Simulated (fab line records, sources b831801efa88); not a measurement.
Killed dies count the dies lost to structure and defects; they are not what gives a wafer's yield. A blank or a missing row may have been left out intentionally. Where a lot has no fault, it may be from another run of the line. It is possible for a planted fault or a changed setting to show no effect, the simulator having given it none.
What tool caused it?	flow sky130	39 wafers from 13 lots sampled at 4 of the route's 708 steps

== WHAT THE GAUGES READ, wafer by wafer ==
SKY_VT_ADJUST_HVTR_CD_MEAS_07: target cd 380 nm.
lot	measured	on	cd-nm (nm)
L295	day 9 13:00	cd-sem-01	378.3 378.5 380.8
L296	day 10 00:22	cd-sem-01	377.8 377.8 376.5
L297	day 10 08:30	cd-sem-01	381.3 380.8 381.5
L298	day 10 17:59	cd-sem-02	381.9 380.6 381.6
L299	day 11 03:39	cd-sem-01	377.6 379.8 378.4
L300	day 11 11:03	cd-sem-02	381.3 383.6 381.5
L309	day 13 21:16	cd-sem-01	380.4 382.8 380.6
L310	day 14 08:44	cd-sem-01	382.9 382.9 382.6
L311	day 14 14:22	cd-sem-01	378.2 380.6 379.2
L314	day 15 14:13	cd-sem-02	380.8 380.9 382.1
L315	day 16 01:38	cd-sem-02	381.1 382.2 378.3
L316	day 16 07:45	cd-sem-02	382.2 382.6 382.4
L317	day 16 14:40	cd-sem-02	382.0 378.6 382.0

SKY_SONOS_ONO_THK_MEAS_03.
lot	measured	on	SONOS_ONO_CVD_02_THK (nm)
L295	day 11 20:02	film-metro-02	10.89 10.78 10.72
L296	day 12 04:53	film-metro-04	10.31 10.40 10.40
L297	day 12 13:02	film-metro-03	10.45 10.43 10.39
L298	day 12 21:41	film-metro-03	10.68 10.44 10.57
L299	day 13 08:42	film-metro-03	10.31 10.46 10.43
L300	day 13 16:32	film-metro-03	10.54 10.63 10.53
L309	day 16 07:06	film-metro-03	10.50 10.26 10.43
L310	day 16 20:25	film-metro-02	10.37 10.55 10.45
L311	day 17 04:02	film-metro-02	10.45 10.41 10.34
L314	day 18 10:00	film-metro-04	10.28 10.36 10.41
L315	day 18 18:58	film-metro-04	10.63 10.70 10.68
L316	day 19 01:16	film-metro-04	10.66 10.73 10.54
L317	day 19 08:01	film-metro-04	10.71 10.68 10.73

SKY_LDD_N_OVL_MEAS_07.
lot	measured	on	LDD_N_OVL (nm)
L295	day 17 23:29	overlay-01	-1.5 -1.0 0.4
L296	day 18 10:03	overlay-01	-1.1 1.1 -0.2
L297	day 18 20:08	overlay-01	-1.5 -2.6 -0.3
L298	day 19 07:45	overlay-02	0.6 1.3 0.7
L299	day 19 22:51	overlay-02	-1.4 -2.0 -0.3
L300	day 20 03:36	overlay-01	1.7 2.0 2.2
L309	day 23 02:13	overlay-01	-3.1 -1.5 -1.1
L310	day 23 15:39	overlay-01	-0.7 -1.3 -1.5
L311	day 23 19:36	overlay-02	1.8 1.9 0.6
L314	day 25 01:14	overlay-01	-0.4 -0.5 -1.0
L315	day 25 12:32	overlay-01	0.6 0.7 2.0
L316	day 25 19:32	overlay-02	-0.1 -1.2 0.4
L317	day 26 04:45	overlay-01	-0.5 -2.4 0.2

== WHICH TOOL RAN EACH LOT (tool, then ch and the chambers of the sampled wafers, then the start) ==
lot	SKY_LDD_N_EXPOSE_04
L295	iline-stepper-01 ch 0, day 17 08:58
L296	iline-stepper-01 ch 0, day 17 19:58
L297	iline-stepper-01 ch 0, day 18 05:29
L298	iline-stepper-01 ch 0, day 18 16:52
L299	iline-stepper-01 ch 0, day 19 07:26
L300	iline-stepper-01 ch 0, day 19 11:24
L309	iline-stepper-01 ch 0, day 22 12:10
L310	iline-stepper-02 ch 0, day 23 01:01
L311	iline-stepper-01 ch 0, day 23 04:31
L314	iline-stepper-01 ch 0, day 24 10:43
L315	iline-stepper-02 ch 0, day 24 21:49
L316	iline-stepper-01 ch 0, day 25 05:25
L317	iline-stepper-01 ch 0, day 25 14:25
- SKY_LDD_N_EXPOSE_04: exposes mask NTM, target cd 840 nm.

== WHAT THE TOOLS THEMSELVES READ (means of the sampled wafers that have a number; where no wafer has one, the mark that the record gives instead) ==
SKY_LDD_N_EXPOSE_04.
lot	tool	focus-offset-nm (nm)
L295	iline-stepper-01	0.6
L296	iline-stepper-01	0.6
L297	iline-stepper-01	0.1
L298	iline-stepper-01	0.2
L299	iline-stepper-01	-0.1
L300	iline-stepper-01	-0.2
L309	iline-stepper-01	-0.1
L310	iline-stepper-02	-0.7
L311	iline-stepper-01	0.2
L314	iline-stepper-01	-0.3
L315	iline-stepper-02	0.0
L316	iline-stepper-01	-0.3
L317	iline-stepper-01	-0.0

== THE ANSWER, worked out from the rows above alone ==
Rule: the usual values come from the lots themselves. Put in order of their means at a reading, lots are off if they are a third of the lots or fewer, leave a main group of 4 or more, and stand apart from it by a gap of 3 or more times the standard deviation of the main group's means; of several such gaps the widest counts. A main group whose means are all the same, to the digits that the tables above print for the reading, isn't used. A lot without any number at a reading at which 4 lots or more have one is off too. Where the step has rows for the other lots, those lots are counted as sound. The gauges are gone through in route order, then the tools' own readings, and for those a lot's mean is taken as printed above. At the first step where some lot is off, the reading lying furthest off is the one used; lots without a number count as furthest.
Across all readings shown, no lot is off: no conclusion can be drawn from this.

== WHAT THE SIMULATOR PUT IN ==
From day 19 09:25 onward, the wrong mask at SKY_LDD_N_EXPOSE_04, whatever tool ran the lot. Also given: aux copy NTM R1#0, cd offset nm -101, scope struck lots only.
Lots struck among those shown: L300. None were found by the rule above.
